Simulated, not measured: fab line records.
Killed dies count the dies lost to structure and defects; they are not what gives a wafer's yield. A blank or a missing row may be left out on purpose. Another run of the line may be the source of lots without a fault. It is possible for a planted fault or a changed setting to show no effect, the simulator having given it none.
Struck lot and sound lot, side by side ; flow sfq_line ; 19 steps out of a route of 325
Sound: the wafers L813.4, L813.5, L813.6. Struck: wafer L821.1. (L821.3, L821.5 of the same lot were not struck and are left out.) The cause comes at the end.
For every step that has rows: the tool of each side, followed by ch and its chambers, followed by its first start. Under that, the readings that differ: sound wafers ; struck wafers ; difference of the means ; sigmas: that difference in standard deviations of wafers without a fault.
alike: readings with means less than 2 such deviations apart, plus words and numbers identical on both sides. not compared: withheld readings, readings lacking a value on some wafer, bounds such as >300 that could conceal the same value, and numbers that have no deviation in the record and whose values overlap.
A row with sigmas, a row that says differs or no value, or rows on one side alone: a step with any of these is where the two part. Non-overlapping numbers with no deviation appear without sigmas and do not part them. Lack of a reading on every wafer of one side parts them only where that side has two or more wafers.

SFQ_M0_OVL_MEAS_906:
  sound on overlay-01 at day 8 15:01; struck on overlay-02 at day 11 06:09
  alike: M0_OVL
SFQ_TRILAYER_M0_BARC_OPEN_METAL_ETCH_031: etches BARC in O2, target depth 125 nm, time 41.7 s.
  sound on rie_metal-01 ch 0,1, day 8 15:04; struck on rie_metal-04 ch 0, day 11 06:11
reading;sound;struck;difference;sigmas
rf_hours_counter_h (h);- - -;144;no value on the sound wafers;
  alike: drypump_motor_current_A, oes_product_au
SFQ_TRILAYER_M0_ETCH_METAL_ETCH_024: etches Nb in Cl2/Ar, stops on SiO2, target depth 240 nm, time 120 s.
  sound on rie_metal-01 ch 0,1, day 8 15:08; struck on rie_metal-04 ch 0, day 11 06:19
reading;sound;struck;difference;sigmas
rf_hours_counter_h (h);- - -;144;no value on the sound wafers;
  alike: drypump_motor_current_A, oes_product_au
then, 2 steps without rows for these wafers: SFQ_TRILAYER_M0_STRIP_STRIP_025 (strips in O2); SFQ_TRILAYER_M0_STRIP_SOLV_CLEAN_026 (cleans in NMP, time 600 s).
SFQ_TRILAYER_I0_DEP_PECVD_027: deposits SiO2 from SiH4/N2O, time 111.11 s, target thk 500 nm.
  sound on pecvd-03 ch 0,1,2, day 8 16:02; struck on pecvd-01 ch 2, day 11 07:56
  alike: heater_power_w, throttle_valve_pct
then, 1 step without rows for these wafers: SFQ_TRILAYER_I0_CMP_CMP_028 (polishes SiO2).
SFQ_I0_BOW_MEAS_907:
  sound on film_metro-01 at day 8 19:08; struck on film_metro-02 at day 11 17:38
  alike: I0_BOW
SFQ_TRILAYER_I0_METRO_MEASURE_029:
  sound on film_metro-01 at day 8 19:47; struck on film_metro-02 at day 11 17:45
  alike: thk_nm
then, 3 steps without rows for these wafers: SFQ_TRILAYER_I0_VIA_LITHO_COAT_036 (resist thk 62 nm); SFQ_TRILAYER_I0_VIA_LITHO_COAT_031 (resist thk 650 nm); SFQ_TRILAYER_I0_VIA_LITHO_SOFTBAKE_035.
-- the record jumps here: 3 days lie between the struck wafers' starts before and after --
SFQ_TRILAYER_I0_VIA_LITHO_EXPOSE_032: exposes mask I0, target cd 500 nm.
  sound on krf_scanner-01 ch 0, day 11 07:39; struck on krf_scanner-01 ch 0, day 14 11:43
  alike: mask
then, 2 steps without rows for these wafers: SFQ_TRILAYER_I0_VIA_LITHO_PEB_034 (peb time 60 s); SFQ_TRILAYER_I0_VIA_LITHO_DEVELOP_033 (time 60 s).
SFQ_I0_OVL_MEAS_908:
  sound on overlay-01 at day 11 08:34; struck on overlay-02 at day 14 13:13
  alike: I0_OVL
SFQ_TRILAYER_I0_VIA_BARC_OPEN_VIA_ETCH_046: etches BARC in O2, target depth 125 nm, time 41.7 s.
  sound on rie_diel-04 ch 1,2,3, day 11 08:35; struck on rie_diel-01 ch 0, day 14 13:14
reading;sound;struck;difference;sigmas
drypump_motor_current_A (A);5.8 5.9 5.8;4.7;-1.1;-3
model.I0.cd_nm (nm);501.8 501.2 502.4;511.9;+10.1;
  alike: oes_product_au
  not compared: rf_hours_counter_h
SFQ_TRILAYER_I0_VIA_ETCH_VIA_ETCH_034: etches SiO2 in CHF3, stops on Nb, target depth 260 nm.
  sound on rie_diel-04 ch 1,2,3, day 11 08:38; struck on rie_diel-01 ch 0, day 14 13:17
reading;sound;struck;difference;sigmas
drypump_motor_current_A (A);5.8 5.9 5.8;4.7;-1.1;-3
oes_product_au (a.u.);0.859 0.858 0.855;0.842;-0.015;-3
model.I0.cd_nm (nm);504.8 503 499.7;515.7;+13.2;
SFQ_TRILAYER_I0_VIA_STRIP_STRIP_035: strips in O2.
  sound on rie_metal-01 ch 0,1, day 11 08:56; struck on rie_metal-01 ch 0, day 14 13:23
reading;sound;struck;difference;sigmas
rf_hours_counter_h (h);- - -;50;no value on the sound wafers;
  alike: drypump_motor_current_A, oes_product_au

## WHERE THEY PART
At SFQ_TRILAYER_M0_BARC_OPEN_METAL_ETCH_031 first; at SFQ_TRILAYER_I0_VIA_STRIP_STRIP_035 last (within this record only).

WHY: the cause the simulator had injected
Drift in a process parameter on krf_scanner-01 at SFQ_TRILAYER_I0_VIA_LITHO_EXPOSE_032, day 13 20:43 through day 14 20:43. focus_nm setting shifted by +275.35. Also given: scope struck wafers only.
